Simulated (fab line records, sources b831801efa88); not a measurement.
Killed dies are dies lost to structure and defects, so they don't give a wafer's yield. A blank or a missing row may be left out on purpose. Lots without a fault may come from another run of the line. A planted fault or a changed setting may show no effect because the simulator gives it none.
Which tool did it? | flow sfq_line | 14 lots, 42 wafers sampled, at 4 steps of a route of 325

WHAT THE GAUGES READ, wafer by wafer
SFQ_I2_OVL_MEAS_918.
lot  | measured     | on         | I2_OVL (nm)
L248 | day 30 05:14 | overlay-02 | -1 0 3
L249 | day 30 17:13 | overlay-02 | 4 3 -6
L250 | day 33 10:11 | overlay-02 | 4 6 1
L251 | day 33 13:47 | overlay-01 | 7 4 0
L254 | day 39 04:02 | overlay-01 | -3 -3 4
L255 | day 39 12:34 | overlay-01 | 12 4 0
L260 | day 41 23:43 | overlay-02 | 5 0 4
L263 | day 42 14:14 | overlay-01 | -3 -3 -1
L266 | day 43 22:47 | overlay-02 | -5 -4 2
L267 | day 44 06:00 | overlay-01 | -3 4 3
L268 | day 44 14:23 | overlay-01 | -7 -10 -3
L269 | day 45 01:12 | overlay-02 | -5 -1 -2
L270 | day 45 12:00 | overlay-01 | -7 2 -2
L271 | day 45 19:11 | overlay-02 | -1 -4 -10

SFQ_I4_BOW_MEAS_927.
lot  | measured     | on            | I4_BOW (um)
L248 | day 36 23:48 | film_metro-03 | 11 10 8
L249 | day 37 00:13 | film_metro-04 | 12 7 11
L250 | day 40 08:04 | film_metro-03 | 5 13 1
L251 | day 40 16:05 | film_metro-03 | 9 14 9
L254 | day 45 23:27 | film_metro-04 | 1 14 2
L255 | day 46 04:15 | film_metro-03 | 0 -7 -5
L260 | day 48 23:59 | film_metro-03 | 5 5 -6
L263 | day 49 15:28 | film_metro-03 | 2 2 3
L266 | day 51 19:37 | film_metro-03 | 23 4 7
L267 | day 51 22:39 | film_metro-03 | 10 10 20
L268 | day 51 23:34 | film_metro-04 | -5 3 11
L269 | day 52 02:35 | film_metro-03 | 4 13 6
L270 | day 52 08:35 | film_metro-02 | -14 1 3
L271 | day 52 10:37 | film_metro-04 | 4 -1 4

SFQ_JJ_RS_MEAS_929: measures by four-point-probe.
lot  | measured     | on            | JJ_NB_RS (ohm/sq)
L248 | day 43 00:52 | film_metro-03 | 1.032 1.031 1.028
L249 | day 43 02:36 | film_metro-01 | 1.037 1.041 1.037
L250 | day 46 08:46 | film_metro-03 | 1.041 1.075 1.069
L251 | day 46 16:34 | film_metro-04 | 1.039 1.041 1.042
L254 | day 50 15:40 | film_metro-03 | 1.061 1.049 1.062
L255 | day 51 21:14 | film_metro-04 | 1.047 1.036 1.059
L260 | day 54 14:05 | film_metro-04 | 1.056 0.982 1.054 1.053 0.983 1.054
L263 | day 55 06:54 | film_metro-01 | 1.049 1.059 0.984 1.052 1.057 0.982
L266 | day 57 19:07 | film_metro-01 | 1.051 1.033 1.026
L267 | day 57 23:58 | film_metro-01 | 1.048 1.049 1.061
L268 | day 58 01:07 | film_metro-03 | 1.028 1.045 1.049
L269 | day 58 02:20 | film_metro-01 | 1.052 1.059 1.040
L270 | day 58 14:15 | film_metro-03 | 1.048 1.045 1.041
L271 | day 58 15:27 | film_metro-01 | 1.046 1.041 1.043

WHICH TOOL RAN EACH LOT (tool, then ch and the chambers of the sampled wafers, then the start)
lot  | SFQ_TRILAYER_JJ_TRILAYER_DEP_SPUTTER_112
L248 | pvd_sputter-05, day 43 00:43
L249 | pvd_sputter-03, day 43 02:31
L250 | pvd_sputter-03, day 46 08:41
L251 | pvd_sputter-04, day 46 16:29
L254 | pvd_sputter-04, day 50 15:35
L255 | pvd_sputter-05, day 51 21:10
L260 | pvd_sputter-04, day 54 13:59
L263 | pvd_sputter-04, day 55 06:49
L266 | pvd_sputter-03, day 57 19:02
L267 | pvd_sputter-05, day 57 23:50
L268 | pvd_sputter-03, day 58 01:02
L269 | pvd_sputter-05, day 58 02:14
L270 | pvd_sputter-05, day 58 14:09
L271 | pvd_sputter-03, day 58 15:22
- SFQ_TRILAYER_JJ_TRILAYER_DEP_SPUTTER_112: material Nb, target thk 170 nm, time 113.3 s.

WHAT THE TOOLS THEMSELVES READ (means of the sampled wafers that have a number; where no wafer has one, the mark that the record gives instead)
SFQ_TRILAYER_JJ_TRILAYER_DEP_SPUTTER_112.
lot  | tool           | throttle_valve_pct (%)
L248 | pvd_sputter-05 | 29.9
L249 | pvd_sputter-03 | 30.8
L250 | pvd_sputter-03 | 30.6
L251 | pvd_sputter-04 | 29.7
L254 | pvd_sputter-04 | 29.6
L255 | pvd_sputter-05 | 29.8
L260 | pvd_sputter-04 | 30.7
L263 | pvd_sputter-04 | 30.1
L266 | pvd_sputter-03 | 30.9
L267 | pvd_sputter-05 | 29.9
L268 | pvd_sputter-03 | 30.6
L269 | pvd_sputter-05 | 29.7
L270 | pvd_sputter-05 | 30.4
L271 | pvd_sputter-03 | 30.4

THE ANSWER, worked out from the rows above alone
Rule: what is usual is taken from the lots themselves. Put in order of their means at a reading, lots are off if they are a third of the lots or fewer, leave a main group of 4 or more, and stand apart from it by a gap of 3 or more times the standard deviation of the main group's means; of several such gaps the widest counts. A main group whose means are all the same, to the digits that the tables above print for the reading, isn't used. A lot without any number at a reading at which 4 lots or more have one is off too. The other lots that the step has rows for count as sound. The gauges are gone through in route order, then the tools' own readings, and for those a lot's mean is taken as printed above. The first step at which some lot is off is used, and at that step the reading that is off furthest; a lot without a number counts as furthest.
No lot is off at any reading shown: from this, nothing can be told.

WHAT THE SIMULATOR HAD PUT IN
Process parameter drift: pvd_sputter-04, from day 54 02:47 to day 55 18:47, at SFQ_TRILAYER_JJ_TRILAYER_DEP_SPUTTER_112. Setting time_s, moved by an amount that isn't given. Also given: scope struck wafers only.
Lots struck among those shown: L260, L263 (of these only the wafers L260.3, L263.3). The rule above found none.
